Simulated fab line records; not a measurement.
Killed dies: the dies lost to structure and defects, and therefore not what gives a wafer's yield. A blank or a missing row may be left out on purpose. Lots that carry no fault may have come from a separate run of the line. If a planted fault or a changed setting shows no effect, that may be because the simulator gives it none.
fab line records    flow sky130
record: lots: 12  wafers: 36  last_day: 50
route steps=708 shown LDD_HVP@285 POLY_CUT@316 SD_N@350 PAD_OPEN@708
lots that met no fault: taken from a fault-free run of the same line
start_h: the number of hours between the record's first day and the start of the first shown wafer of the lot    wait_h: time in hours since the lot's previous step    " same as the row above    L1.1+2: one row covering several wafers at once    - no value, or no start was given    * or withheld: withheld    < > ~ a bound
route shown NAME@n: NAME is a module with steps in the file, n the number in the route of the first one    usual: mean and standard deviation over wafers with no fault    same: alike in all rows    chamber/n: place in a boat    sites: per-site readings    _std_site: how widely they spread, as a standard deviation    _edge_site: the outer-site mean with the inner-site mean subtracted    radius_mm: for every site, how far away it sits from the centre of the wafer    mask NAME#n: copy n    behind: the tool/chamber that last shaped the wafer    hold: why the lot went on hold/how many hours it stayed there/how the hold came to an end    device: whichever transistor did not switch (one of n, p or np)    end of line: the route-end tests of the same wafers    a step with no rows: only its recipe    killed: dies that structure and defects cost at the first sort, which is not the same as the wafer's yield    map: a wafer's dies, marking killed ones x, the rest . and places with no die _
set.NAME: the run value of the setting; set.NAME@STEP: its run value at that earlier step    model.NAME: the simulator's own value behind a step, which no gauge read
one table for each step of the route and one row for each wafer, over a sample of lots
services: a tool's chamber out of use, with start hour (start_h, from the record's first day; less than 0 if before it), hours out, and reason
== steps ==
step: SKY_LDD_HVP_OVL_MEAS_07
usual: LDD_HVP_OVL: -1.3/1.5
lot.wafer  tool        chamber  start_h  wait_h  LDD_HVP_OVL[nm]
L127.1     overlay-02  -        496.98   0.1     -2.4
L127.3     "           -        "        "       -2.6
L127.4     "           -        "        "       -3.8
L130.1     overlay-02  -        524.75   0.1     -4.5
L130.4     "           -        "        "       0.1
L130.6     "           -        "        "       -1.3
L131.2     overlay-01  -        525.08   0.1     -2.2
L131.4     "           -        "        "       -0.4
L131.5     "           -        "        "       -1.7
L134.3     overlay-01  -        574.21   0.1     1.0
L134.4     "           -        "        "       0.8
L134.5     "           -        "        "       -0.5
L135.3     overlay-02  -        575.04   0.1     1.6
L135.4     "           -        "        "       0.4
L135.6     "           -        "        "       0.1
L136.1     overlay-01  -        579.84   0.1     -1.0
L136.4     "           -        "        "       -0.7
L136.5     "           -        "        "       -1.1
L137.2     overlay-01  -        586.73   0.1     -2.6
L137.3     "           -        "        "       -2.4
L137.5     "           -        "        "       -2.6
L139.2     overlay-02  -        609.21   0.1     1.7
L139.4     "           -        "        "       2.2
L139.5     "           -        "        "       0.0
L143.1     overlay-01  -        633.24   0.1     -1.3
L143.2     "           -        "        "       -0.4
L143.6     "           -        "        "       -0.8
L145.1     overlay-02  -        653.62   0.1     1.1
L145.4     "           -        "        "       1.5
L145.6     "           -        "        "       0.0
L149.3     overlay-02  -        677.26   0.1     -1.7
L149.4     "           -        "        "       -3.2
L149.6     "           -        "        "       -3.0
L150.2     overlay-02  -        687.23   0.1     -1.1
L150.3     "           -        "        "       0.1
L150.5     "           -        "        "       0.1
step: SKY_POLY_CUT_OVL_MEAS_09
usual: POLY_CUT_OVL: 2/4.8
lot.wafer  tool        chamber  start_h  wait_h  POLY_CUT_OVL[nm]
L127.1     overlay-01  -        560.73   0.1     2
L127.3     "           -        "        "       3
L127.4     "           -        "        "       -7
L130.1     overlay-01  -        587.19   0.1     9
L130.4     "           -        "        "       -4
L130.6     "           -        "        "       8
L131.2     overlay-02  -        589.15   0.1     11
L131.4     "           -        "        "       3
L131.5     "           -        "        "       3
L134.3     overlay-02  -        637.28   0.1     2
L134.4     "           -        "        "       2
L134.5     "           -        "        "       2
L135.3     overlay-01  -        637.46   0.1     4
L135.4     "           -        "        "       5
L135.6     "           -        "        "       -2
L136.1     overlay-02  -        639.64   0.1     -13
L136.4     "           -        "        "       -2
L136.5     "           -        "        "       -7
L137.2     overlay-01  -        647.35   0.1     11
L137.3     "           -        "        "       9
L137.5     "           -        "        "       10
L139.2     overlay-01  -        668.49   0.1     5
L139.4     "           -        "        "       3
L139.5     "           -        "        "       6
L143.1     overlay-01  -        693.13   0.1     -2
L143.2     "           -        "        "       2
L143.6     "           -        "        "       -2
L145.1     overlay-01  -        712.42   0.1     -5
L145.4     "           -        "        "       -4
L145.6     "           -        "        "       1
L149.3     overlay-01  -        733.29   0.1     -2
L149.4     "           -        "        "       0
L149.6     "           -        "        "       3
L150.2     overlay-02  -        745.33   0.1     -8
L150.3     "           -        "        "       1
L150.5     "           -        "        "       -6
step: SKY_SD_N_OVL_MEAS_08
usual: SD_N_OVL: -1.7/1.4
lot.wafer  tool        chamber  start_h  wait_h  SD_N_OVL[nm]
L127.1     overlay-01  -        648.44   0.1     -2.6
L127.3     "           -        "        "       -2.1
L127.4     "           -        "        "       -3.6
L130.1     overlay-01  -        673.67   0.1     -2.9
L130.4     "           -        "        "       -3.8
L130.6     "           -        "        "       -4.2
L131.2     overlay-01  -        675.94   0.1     -0.9
L131.4     "           -        "        "       -2.8
L131.5     "           -        "        "       -1.2
L134.3     overlay-01  -        720.96   0.1     -2.8
L134.4     "           -        "        "       0.6
L134.5     "           -        "        "       -1.9
L135.3     overlay-02  -        722.31   0.1     -1.5
L135.4     "           -        "        "       -3.8
L135.6     "           -        "        "       -2.4
L136.1     overlay-01  -        725.31   0.1     -1.3
L136.4     "           -        "        "       -1.8
L136.5     "           -        "        "       -1.4
L137.2     overlay-01  -        732.04   0.1     -3.4
L137.3     "           -        "        "       -3.9
L137.5     "           -        "        "       -2.0
L139.2     overlay-02  -        752.24   0.1     -2.0
L139.4     "           -        "        "       -3.2
L139.5     "           -        "        "       -1.6
L143.1     overlay-02  -        774.08   0.1     -1.6
L143.2     "           -        "        "       -2.6
L143.6     "           -        "        "       -3.3
L145.1     overlay-01  -        794.19   0.1     0.5
L145.4     "           -        "        "       0.0
L145.6     "           -        "        "       -1.8
L149.3     overlay-02  -        813.13   0.1     -2.8
L149.4     "           -        "        "       -1.2
L149.6     "           -        "        "       -2.2
L150.2     overlay-01  -        825.47   0.1     -2.0
L150.3     "           -        "        "       -1.2
L150.5     "           -        "        "       -1.4
step: SKY_SD_N_IMPLANT_09
recipe: species: As  energy_kev: 50  dose_cm2: 4e+15  tilt_deg: 0
same: implant_ion_amu: 75
lot.wafer   tool          chamber  start_h  wait_h
L127.1+3+4  implanter-02  0        648.48   0.0
L130.1+4+6  implanter-01  0        673.70   0.0
L131.2+4+5  implanter-03  0        675.99   0.0
L134.3+4+5  implanter-02  0        721.04   0.1
L135.3+4+6  implanter-01  0        722.38   0.1
L136.1+4+5  implanter-01  0        725.35   0.0
L137.2+3+5  implanter-02  0        732.09   0.0
L139.2+4+5  implanter-03  0        752.29   0.0
L143.1+2+6  implanter-01  0        774.12   0.0
L143.1+2+6  implanter-01  0        774.44   0.3
L145.1+4+6  implanter-03  0        794.23   0.0
L145.1+4+6  implanter-03  0        794.55   0.3
L149.3+4+6  implanter-03  0        813.20   0.1
L150.2+3+5  implanter-01  0        825.52   0.0
step: SKY_SD_N_STRIP_11
recipe: chemistry: O2/N2  power_w: 1400  pressure_mtorr: 1500  platen_temp_c: withheld  o2_flow_sccm: 3000  n2_flow_sccm: 300  overash_fraction: 0.5
usual: drypump_motor_current_A: 5.9/0.66  oes_product_au: 0.528/0.0045  strip_time_to_endpoint_s: 22.55/0.043
same: overash_fraction: 0.5
lot.wafer  tool             chamber  start_h  wait_h  drypump_motor_current_A  oes_product_au  rf_hours_counter_h  strip_time_to_endpoint_s
L127.1     plasma_asher-04  0        648.78   0.1     6.4                      0.535           74                  22.64
L127.3     "                1        "        "       6.2                      0.522           -                   22.58
L127.4     "                0        "        "       6.4                      0.531           -                   22.59
L130.1     plasma_asher-01  0        674.00   0.1     6.6                      0.528           57                  22.58
L130.4     "                1        "        "       5.1                      0.525           -                   22.57
L130.6     "                1        "        "       5.1                      0.528           -                   22.58
L131.2     plasma_asher-02  0        676.27   0.1     6.1                      0.527           102                 22.58
L131.4     "                0        "        "       6.1                      0.529           -                   22.58
L131.5     "                1        "        "       4.7                      0.528           -                   22.62
L134.3     plasma_asher-04  1        721.32   0.1     6.2                      0.517           -                   22.51
L134.4     "                0        "        "       6.4                      0.528           -                   22.56
L134.5     "                1        "        "       6.2                      0.526           -                   22.57
L135.3     plasma_asher-04  1        722.66   0.1     6.2                      0.522           -                   22.61
L135.4     "                0        "        "       6.4                      0.537           -                   22.61
L135.6     "                0        "        "       6.4                      0.531           -                   22.60
L136.1     plasma_asher-01  0        725.65   0.1     6.6                      0.525           62                  22.54
L136.4     "                1        "        "       5.0                      0.531           -                   22.49
L136.5     "                0        "        "       6.6                      0.525           -                   22.48
L137.2     plasma_asher-04  1        732.37   0.1     6.2                      0.523           82                  22.48
L137.3     "                0        "        "       6.4                      0.527           -                   22.46
L137.5     "                0        "        "       6.4                      0.530           -                   22.51
L139.2     plasma_asher-01  0        752.57   0.1     6.5                      0.535           65                  22.59
L139.4     "                1        "        "       5.0                      0.522           -                   22.60
L139.5     "                0        "        "       6.5                      0.532           -                   22.63
L143.1     plasma_asher-02  1        775.14   0.3     4.7                      0.512           3                   23.84
L143.2     "                0        "        "       6.0                      0.517           3                   23.80
L143.6     "                1        "        "       4.7                      0.508           -                   23.84
L145.1     plasma_asher-01  1        794.85   0.1     5.1                      0.510           69                  23.87
L145.4     "                0        "        "       6.5                      0.513           -                   23.85
L145.6     "                1        "        "       5.1                      0.516           -                   23.85
L149.3     plasma_asher-01  0        813.48   0.1     6.5                      0.523           -                   22.57
L149.4     "                1        "        "       5.1                      0.533           -                   22.54
L149.6     "                0        "        "       6.5                      0.525           -                   22.57
L150.2     plasma_asher-04  0        825.80   0.1     6.4                      0.523           91                  22.52
L150.3     "                1        "        "       6.2                      0.527           -                   22.50
L150.5     "                0        "        "       6.4                      0.533           -                   22.48
step: SKY_SD_N_RS_MEAS_16
recipe: thk_meas_gauge: four-point-probe
usual: SD_N_RS: 68.58/0.12
lot.wafer  tool           chamber  start_h  wait_h  SD_N_RS[ohm/sq]
L127.1     film_metro-04  -        649.16   0.1     68.77
L127.3     "              -        "        "       68.70
L127.4     "              -        "        "       68.83
L130.1     film_metro-04  -        674.39   0.1     68.66
L130.4     "              -        "        "       68.57
L130.6     "              -        "        "       68.67
L131.2     film_metro-04  -        676.67   0.1     68.53
L131.4     "              -        "        "       68.58
L131.5     "              -        "        "       68.54
L134.3     film_metro-04  -        721.72   0.1     68.64
L134.4     "              -        "        "       68.69
L134.5     "              -        "        "       68.64
L135.3     film_metro-02  -        723.05   0.1     68.42
L135.4     "              -        "        "       68.52
L135.6     "              -        "        "       68.33
L136.1     film_metro-04  -        726.04   0.1     68.56
L136.4     "              -        "        "       68.76
L136.5     "              -        "        "       68.42
L137.2     film_metro-01  -        732.77   0.1     68.43
L137.3     "              -        "        "       68.33
L137.5     "              -        "        "       68.39
L139.2     film_metro-01  -        752.97   0.1     68.61
L139.4     "              -        "        "       68.63
L139.5     "              -        "        "       68.54
L143.1     film_metro-01  -        775.68   0.1     63.58
L143.2     "              -        "        "       63.71
L143.6     "              -        "        "       63.71
L145.1     film_metro-04  -        795.28   0.1     63.78
L145.4     "              -        "        "       63.86
L145.6     "              -        "        "       63.71
L149.3     film_metro-01  -        813.88   0.1     68.54
L149.4     "              -        "        "       68.52
L149.6     "              -        "        "       68.39
L150.2     film_metro-02  -        826.20   0.1     68.66
L150.3     "              -        "        "       68.71
L150.5     "              -        "        "       68.63
step: SKY_PAD_OPEN_PROBE_99
usual: killed_at_M0_to_M3: 43/6.6  killed_at_M4_up: 3.0/1.7  killed_at_contacts: 24/5.4  killed_at_front_end: 16/4.6  killed_at_other: 0.3/0.53  killed_dies: 87/9.7  killed_open: 47/7.3  killed_short: 39/6.5
same: gross_dies: 492  killed_at_back_side: 0
lot.wafer  tool       chamber  start_h  wait_h  killed_at_M0_to_M3  killed_at_M4_up  killed_at_contacts  killed_at_front_end  killed_at_other  killed_dies  killed_open  killed_short
L145.4     prober-02  -        1177.93  0.2     42                  1                30                  18                   0                91           45           46
killed by level:class
L145.4 CONTACT:geometric_particle:open=13 VIA1:geometric_particle:open=7 VIA1:geometric_particle:short=7 VIA3:geometric_particle:open=6 POLY_GATE:geometric_particle:short=4 LI_CONTACT:geometric_particle:short=4 LOCAL_INTERCONNECT:geometric_particle:short=4 CONTACT:geometric_particle:short=4
== services ==
tool             chamber  start_h  hours  kind
implanter-01     -        656.43   17.1   pm
implanter-03     -        730.68   2.1    repair
plasma_asher-02  -        733.75   9.0    pm
plasma_asher-02  0        733.75   9.0    vent_cycle
plasma_asher-02  1        733.75   9.0    vent_cycle
implanter-02     -        737.56   4.0    pm
plasma_asher-02  0        742.75   -      clean
plasma_asher-02  1        742.75   -      clean
plasma_asher-04  -        756.21   0.7    repair
plasma_asher-04  -        774.22   2.0    repair
plasma_asher-04  -        779.55   1.2    repair
== key ==
first_sign: step: SKY_SD_N_IMPLANT_09  reading: visit  direction: added
effect: step: SKY_SD_N_STRIP_11  reading: strip_time_to_endpoint_s  direction: up  sigmas: 30  usual: *  struck: *
effect: step: SKY_SD_N_RS_MEAS_16  reading: SD_N_RS  direction: down  sigmas: 41  usual: 68.58  struck: 63.73
met_at SKY_SD_N_IMPLANT_09
struck_lots L143,L145
tester_left_out L143,L145
not_acting_at SKY_LDD_HVP_OVL_MEAS_07,SKY_POLY_CUT_OVL_MEAS_09,SKY_SD_N_OVL_MEAS_08
fault: kind: repeated_step_whole  tool: implanter-01,implanter-02,implanter-03  chamber: -  onset_h: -  steps: SKY_SD_N_IMPLANT_09  times: 1  scope: struck_lots_only
tester_left_out: of these lots the tester's yield and bins aren't shown, on N5 and GAA mostly nor the transistor test; their killed dies are dies lost to structure and defects alone, not to doping, threshold or leakage, so they don't give the yield
